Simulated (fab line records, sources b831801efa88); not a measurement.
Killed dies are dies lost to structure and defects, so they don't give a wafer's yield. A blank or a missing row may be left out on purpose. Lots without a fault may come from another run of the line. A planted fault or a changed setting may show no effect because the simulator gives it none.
Problem report in the 8D (eight disciplines) form, filled by code | flow sfq_line | the parts of the form that need people (team, actions taken, sign-off) are left out

1. THE PROBLEM
rf_fwd_power_W at SFQ_TRILAYER_I0_DEP_PECVD_027 reads a mean of 211.6 W on 2 wafers of 2 lots; wafers without a fault read 182.2 W with a standard deviation of 0.61. That is +48 standard deviations from the usual mean.
The step: deposits SiO2 from SiH4/N2O, time 111.11 s, target thk 500 nm.
First seen on wafer L753.2, day 11 05:50, on pecvd-02. The record holds 36 wafers of 12 lots with a number at this step. Rule for "out", or "out of limits": more than 4 standard deviations from the usual mean. The other wafers with a number count as sound.

2. WHAT IT IS AND WHAT IT IS NOT
question                    | is                | is not
which readings at this step | rf_fwd_power_W    | heater_power_w, throttle_valve_pct
which lots                  | L753, L755        | L742, L743, L744, L745, L746, L747, L760, L762, L763, L765
which wafers of those lots  | L753.2, L755.6    | L753.1, L753.5, L755.3, L755.4
read on which tools         | pecvd-02          | pecvd-01, pecvd-04
when                        | from day 11 05:50 | up to then (20 sound wafers); but 14 sound wafers of L755, L760, L762, L763, L765 came after

3. SUSPECTS, AND WHAT RULES EACH OUT
Counting: a tool at a process step up to the reading stays a suspect if it ran every lot that is out. Sound lots after the first of them don't rule it out here, since some wafers of a struck lot are sound.
- rie_metal-04 at SFQ_TRILAYER_L0_STRIP_STRIP_009 (strips in O2): kept. It ran every lot that is out, first L753 (day 4 19:13); its last sound lot up to then is L747 (day 2 20:11).
- pecvd-02 at SFQ_TRILAYER_I0_DEP_PECVD_027 (deposits SiO2 from SiH4/N2O, time 111.11 s, target thk 500 nm): kept. It ran every lot that is out, first L753 (day 11 05:50); its last sound lot up to then is L747 (day 8 21:26). Its own readings are out on those wafers: rf_fwd_power_W.
- Within pecvd-02 at SFQ_TRILAYER_I0_DEP_PECVD_027: the wafers that are out ran in chamber 1; their sound lot-mates ran in chambers 0, 2.
Left after counting: rie_metal-04 at SFQ_TRILAYER_L0_STRIP_STRIP_009, pecvd-02 at SFQ_TRILAYER_I0_DEP_PECVD_027.

4. THE CAUSE (what the simulator had put in)
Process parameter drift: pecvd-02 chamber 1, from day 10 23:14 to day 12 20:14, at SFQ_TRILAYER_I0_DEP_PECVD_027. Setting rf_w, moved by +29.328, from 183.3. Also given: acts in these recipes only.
Counting left 2 suspects, and this tool is among them.

5. THE CHAIN OF EFFECTS, in route order
Each row: a reading whose mean over the struck wafers that have a number lies more than 3 standard deviations from the usual. Only readings for which the record gives a usual standard deviation are gone through. hours: the time from each lot's start at the first step in this table that gives one to its start at this step, as a median over the lots. sigmas: the change in usual standard deviations.
hours | step                          | reading        | usual   | on struck wafers | change | sigmas
0     | SFQ_TRILAYER_I0_DEP_PECVD_027 | rf_fwd_power_W | 182.2 W | 211.6            | +29.4  | +48
The process steps in it:
- SFQ_TRILAYER_I0_DEP_PECVD_027: deposits SiO2 from SiH4/N2O, time 111.11 s, target thk 500 nm.

6. WHAT WOULD HAVE CAUGHT IT SOONER
In this record the first reading out of limits was taken at day 11 05:50, 7 hours after the fault began at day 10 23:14.
